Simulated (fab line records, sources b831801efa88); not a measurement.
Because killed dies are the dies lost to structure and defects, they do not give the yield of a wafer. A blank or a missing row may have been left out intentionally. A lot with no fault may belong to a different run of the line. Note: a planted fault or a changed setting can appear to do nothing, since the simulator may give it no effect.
Check for tools in common | flow gf180mcu | Lots sampled 12, wafers sampled 36

REASON FOR OPENING
GF_V5_RS_MEAS_24, reading V5_W_RS: flagged on 3 of 12 lots. Fault-free wafers read 0.332 ohm/sq, with a standard deviation of 0.0055.
Rule: a lot is flagged in two cases, either no wafer of it has a number, or all its wafers with numbers fall more than 4 standard deviations from that mean. All remaining lots are regarded as sound.

lot  | measured     | on            | V5_W_RS (ohm/sq), wafer by wafer | flag
L484 | day 27 07:06 | film metro-01 | 0.324 0.329 0.325                |
L485 | day 28 02:46 | film metro-04 | 0.332 0.334 0.332                |
L487 | day 28 13:47 | film metro-04 | 0.324 0.326 0.326                |
L490 | day 29 18:57 | film metro-04 | 44.277 45.115 42.961             | FLAGGED
L491 | day 29 20:08 | film metro-02 | 43.606 43.955 43.233             | FLAGGED
L492 | day 30 02:57 | film metro-02 | 43.100 43.855 43.328             | FLAGGED
L499 | day 31 22:16 | film metro-01 | 0.333 0.342 0.332                |
L500 | day 32 04:41 | film metro-04 | 0.336 0.334 0.329                |
L502 | day 32 17:20 | film metro-02 | 0.330 0.334 0.330                |
L503 | day 32 22:12 | film metro-02 | 0.332 0.340 0.338                |
L506 | day 33 15:10 | film metro-02 | 0.341 0.342 0.340                |
L507 | day 33 20:21 | film metro-02 | 0.335 0.338 0.335                |
Averaged over the flagged lots the numbers come to 43.714 ohm/sq, +43.382 ohm/sq from the usual (+99 or more standard deviations).

LOT BY LOT: THE TOOL USED
Before the reading, the record contains 2 process steps out of a 602-step route. Each cell gives the tool, then ch followed by the chambers the sampled wafers passed through, then the start.
lot  | flag    | GF_MIM_SPUTTER_04            | GF_V5_CVD_23
L484 |         | pvd sputter-02, day 24 11:36 | cvd w-01 ch 0,1, day 27 06:59
L485 |         | pvd sputter-04, day 25 09:21 | cvd w-02 ch 0,1, day 28 02:38
L487 |         | pvd sputter-04, day 25 23:01 | cvd w-01 ch 1, day 28 13:40
L490 | FLAGGED | pvd sputter-01, day 27 05:20 | cvd w-02 ch 0,1, day 29 18:49
L491 | FLAGGED | pvd sputter-02, day 27 06:46 | cvd w-02 ch 0,1, day 29 20:00
L492 | FLAGGED | pvd sputter-02, day 27 14:52 | cvd w-02 ch 0,1, day 30 02:49
L499 |         | pvd sputter-04, day 29 11:42 | cvd w-02 ch 0,1, day 31 22:10
L500 |         | pvd sputter-02, day 29 20:29 | cvd w-02 ch 0,1, day 32 04:33
L502 |         | pvd sputter-02, day 30 06:55 | cvd w-02 ch 0, day 32 17:13
L503 |         | pvd sputter-04, day 30 15:26 | cvd w-02 ch 0,1, day 32 22:05
L506 |         | pvd sputter-01, day 31 09:59 | cvd w-02 ch 1, day 33 15:02
L507 |         | pvd sputter-01, day 31 16:49 | cvd w-02 ch 0,1, day 33 20:14
These steps, and what they do:
- GF_MIM_SPUTTER_04: material TiN, target thk 50 nm, time 41.7 s.
- GF_V5_CVD_23: deposits W, target thk 350 nm, time 104.9 s.
- GF_V5_RS_MEAS_24: measures by four-point-probe.

FLAGGED OVER TOTAL, TOOL BY TOOL (the gauges that took the reading come last)
step              | tool           | lots run | flagged | share of the flagged lots | sound lots run after its first flagged lot
GF_MIM_SPUTTER_04 | pvd sputter-01 | 3        | 1       | some                      | 2 (L506,L507)
GF_MIM_SPUTTER_04 | pvd sputter-02 | 5        | 2       | some                      | 2 (L500,L502)
GF_MIM_SPUTTER_04 | pvd sputter-04 | 4        | 0       | none                      | -
GF_V5_CVD_23      | cvd w-01       | 2        | 0       | none                      | -
GF_V5_CVD_23      | cvd w-02       | 10       | 3       | all                       | 6 (L499,L500,L502,L503,L506,L507)
GF_V5_RS_MEAS_24  | film metro-01  | 2        | 0       | none                      | -
GF_V5_RS_MEAS_24  | film metro-02  | 6        | 2       | some                      | 4 (L502,L503,L506,L507)
GF_V5_RS_MEAS_24  | film metro-04  | 4        | 1       | some                      | 1 (L500)

WHAT IS ALLOWED BY THE TABLE
Rows of the table that ran each flagged lot: 1, that is cvd w-02 at GF_V5_CVD_23.
- cvd w-02 at GF_V5_CVD_23 ran 10 lots, 3 of them flagged. Sound lots ran on it after the first flagged one (L499, L500, L502, L503, L506, L507), which a lasting fault on the whole tool wouldn't allow. On the flagged lots its readings are blank where sound lots have values: chamber pressure Torr, heater power outer w, heater power w.
No row of the table ran every flagged lot and no sound lot after the first.

WHAT THE SIMULATOR HAD PUT IN
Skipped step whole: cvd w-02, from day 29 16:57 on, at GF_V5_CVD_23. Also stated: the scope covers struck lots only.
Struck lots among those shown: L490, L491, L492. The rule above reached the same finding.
